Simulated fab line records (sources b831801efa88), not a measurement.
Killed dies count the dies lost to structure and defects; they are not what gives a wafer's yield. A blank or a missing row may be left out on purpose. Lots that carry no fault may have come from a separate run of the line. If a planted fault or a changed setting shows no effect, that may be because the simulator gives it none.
Problem report in the 8D (eight disciplines) form, filled by code / flow gf180mcu / the parts of the form that need people (team, actions taken, sign-off) are left out

== 1. WHAT WENT WRONG ==
At GF_V1_CMP_04, time-to-endpoint-s averages 22 s over 2 wafers from 2 lots, while fault-free wafers read 82 s, standard deviation 5.5. Measured from the usual mean, that is -11 standard deviations.
The step: polishes SiO2.
Earliest sighting: wafer L586.6 on cmp-01 at day 19 13:14. The record holds 42 wafers of 14 lots with a number at this step. By rule, "out" or "out of limits" means more than 4 standard deviations away from the usual mean. All remaining wafers that have a number are taken as sound.

== 2. WHAT THIS IS AND IS NOT ==
question=which readings at this step | is=time-to-endpoint-s | is not=motor-current-A, slurry-flow-ml-min
question=which lots | is=L586, L589 | is not=L580, L581, L582, L595, L596, L597, L598, L599, L600, L601, L602, L603
question=which wafers of those lots | is=L586.6, L589.2 | is not=L586.3, L586.4, L589.5, L589.6
question=read on which tools | is=cmp-01 | is not=cmp-02
question=when | is=from day 19 13:14 | is not=up to then (11 sound wafers); but 29 sound wafers of L589, L595, L596, L597, L598, L599, L600, L601, L602, L603 came after

== 3. THE SUSPECTS, EACH WITH WHAT RULES IT OUT ==
Counting: a tool at a process step up to the reading stays a suspect if it ran every lot that is out. Sound lots after the first of them don't rule it out here, since some wafers of a struck lot are sound.
- cmp-01 at GF_V1_CMP_04 (polishes SiO2): kept. Every lot that is out went through it, the first being L586 (day 19 13:14); the last sound lot it ran before that was L582 (day 18 01:02). On those wafers its own readings are out: time-to-endpoint-s.
- In cmp-01 at GF_V1_CMP_04, the wafers that are out were processed in chamber 0 and their sound lot-mates in chambers 2, 3.
Remaining after the count: cmp-01 at GF_V1_CMP_04.

== 4. THE CAUSE (what the simulator had put in) ==
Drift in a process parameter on cmp-01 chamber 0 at GF_V1_CMP_04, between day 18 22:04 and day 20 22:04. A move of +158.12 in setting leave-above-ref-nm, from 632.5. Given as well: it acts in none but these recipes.
After counting, this tool was the only one left.

== 5. THE CHAIN OF EFFECTS, in route order ==
Each row: a reading where the mean over the struck wafers with a number is more than 3 standard deviations away from the usual. Only readings for which the record gives a usual standard deviation are gone through. hours: the time from each lot's start at the first step in this table that gives one to its start at this step, as a median over the lots. sigmas: the change in usual standard deviations.
hours=0; step=GF_V1_CMP_04; reading=time-to-endpoint-s; usual=82 s; on struck wafers=22; change=-60; sigmas=-11
hours=-; step=GF_V1_ETCH_17; reading=oes-product-au; usual=0.856 a.u.; on struck wafers=0.971; change=+0.115; sigmas=+26
The process steps in it:
- GF_V1_CMP_04: polishes SiO2.
- GF_V1_ETCH_17: etches SiO2 in C4F8/O2/Ar, stops on TiN, target depth 630 nm.

== 6. HOW IT WOULD HAVE BEEN CAUGHT EARLIER ==
The fault began at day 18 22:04; the first out-of-limits reading in this record came at day 19 13:14, 15 hours later.
